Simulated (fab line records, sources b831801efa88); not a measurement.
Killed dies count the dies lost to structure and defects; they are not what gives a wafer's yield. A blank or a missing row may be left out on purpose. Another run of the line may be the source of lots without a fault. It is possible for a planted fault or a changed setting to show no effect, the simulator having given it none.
Which tool was responsible? + flow sky130 + 6 lots with 18 wafers sampled at 4 steps, on a route of 708 steps

== WHAT THE GAUGES READ, wafer by wafer ==
SKY_CONTACT_CD_MEAS_14 targets a cd of 170 nm.
| lot  | measured     | on        | cd_nm (nm)        |
|------|--------------|-----------|-------------------|
| L373 | day 32 10:35 | cd_sem-01 | 169.2 167.2 170.1 |
| L376 | day 33 13:03 | cd_sem-02 | 174.1 173.2 173.9 |
| L378 | day 34 01:33 | cd_sem-02 | 171.4 171.3 172.4 |
| L383 | day 36 01:41 | cd_sem-01 | 169.0 170.2 168.8 |
| L386 | day 36 22:27 | cd_sem-01 | 173.4 173.1 175.9 |
| L392 | day 38 10:24 | cd_sem-01 | 170.8 169.1 168.8 |

== WHICH TOOL RAN EACH LOT (tool, then ch and the chambers of the sampled wafers, then the start) ==
| lot  | SKY_LDD_HVP_STRIP_09                 | SKY_LI_CONTACT_PRE_CLEAN_18  | SKY_LI_CONTACT_SPUTTER_20    |
|------|--------------------------------------|------------------------------|------------------------------|
| L373 | plasma_asher-04 ch 0,1, day 22 15:50 | pvd_sputter-01, day 30 02:27 | pvd_sputter-01, day 30 02:32 |
| L376 | plasma_asher-03 ch 0, day 23 20:34   | pvd_sputter-02, day 31 04:43 | pvd_sputter-02, day 31 04:49 |
| L378 | plasma_asher-01 ch 0,1, day 24 08:42 | pvd_sputter-04, day 31 17:12 | pvd_sputter-04, day 31 17:18 |
| L383 | plasma_asher-01 ch 0, day 26 16:19   | pvd_sputter-02, day 33 19:05 | pvd_sputter-02, day 33 19:10 |
| L386 | plasma_asher-01 ch 0,1, day 27 15:25 | pvd_sputter-01, day 34 15:41 | pvd_sputter-01, day 34 15:47 |
| L392 | plasma_asher-03 ch 0,1, day 29 04:12 | pvd_sputter-02, day 36 03:13 | pvd_sputter-02, day 36 03:19 |
- SKY_LDD_HVP_STRIP_09: strips in O2/N2.
- SKY_LI_CONTACT_PRE_CLEAN_18: time 5.6 s.
- SKY_LI_CONTACT_SPUTTER_20: material TiN, target thk 20 nm, time 80 s.

== THE ANSWER, worked out from the rows above alone ==
Rule: what is usual is taken from the lots themselves. The widest of any qualifying gaps counts: lots, ordered by their means at a reading, are off when they make up no more than a third of the lots, leave a main group of 4 or more, and stand apart from it by 3 or more times the standard deviation of that group's means. A main group whose means are all the same, to the digits that the tables above print for the reading, isn't used. Also off: a lot with no number at a reading for which 4 or more lots have one. All remaining lots with rows at the step are treated as sound.
No lot is off on any of the readings shown, so nothing can be concluded from this.

== WHAT THE SIMULATOR HAD INSERTED ==
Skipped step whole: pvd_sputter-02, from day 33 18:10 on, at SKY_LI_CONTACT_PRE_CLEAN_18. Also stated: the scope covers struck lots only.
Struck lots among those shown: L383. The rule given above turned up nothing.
